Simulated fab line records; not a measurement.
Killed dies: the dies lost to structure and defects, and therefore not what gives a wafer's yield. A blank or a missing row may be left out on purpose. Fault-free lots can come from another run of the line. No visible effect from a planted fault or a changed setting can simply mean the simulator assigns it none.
Chamber matching ; flow gf180mcu ; rie_diel-02 running GF_CONTACT_ETCH_16: 4 sister chambers
The step etches BARC in N2/H2. 8 wafers are shown with their chamber, then 6 later ones without.

== WAFERS PAIRED WITH THEIR CHAMBERS ==
wafer;chamber;oes_product_au (a.u.);throttle_valve_pct (%)
L517.2;1;0.846;13.212
L518.4;2;0.849;13.229
L518.6;3;0.853;13.233
L521.1;1;0.854;13.227
L521.2;0;0.853;13.219
L521.5;0;0.853;13.223
L522.4;3;0.857;13.217
L522.6;2;0.848;13.221

== WAFERS WITH NO CHAMBER GIVEN ==
wafer;oes_product_au (a.u.);throttle_valve_pct (%)
L534.2;0.851;13.227
L534.4;0.855;13.244
L534.5;0.855;13.221
L535.3;0.848;13.228
L535.4;0.852;13.215
L535.5;0.853;13.211

== EACH ONE'S CHAMBER ==
wafer;from the rows above;in truth
L534.2;can't be placed: 2 or 1 or 0 or 3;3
L534.4;can't be placed: 3 or 0 or 2 or 1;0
L534.5;can't be placed: 3 or 0 or 1 or 2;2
L535.3;can't be placed: 2 or 1 or 0 or 3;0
L535.4;can't be placed: 0 or 1 or 3 or 2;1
L535.5;can't be placed: 0 or 1 or 3 or 2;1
Placed correctly: 0 of 6. Unplaceable from these rows: 6, with the true chamber sitting among the candidates in 6. 0 placed wrongly.
How it was worked out, from the rows above alone: a wafer's distance from a chamber is the root of the sum, over the readings, of the square of ((its reading less the chamber's mean) divided by the reading's scatter). If the next closest chamber is less than 2 further off than the closest, the wafer can't be placed; otherwise it belongs to the closest. Each chamber's mean is taken over the wafers shown for it. The scatter: the root of (the sum of the squares of (reading less its chamber's mean) over the shown wafers, divided by (wafers less chambers)).
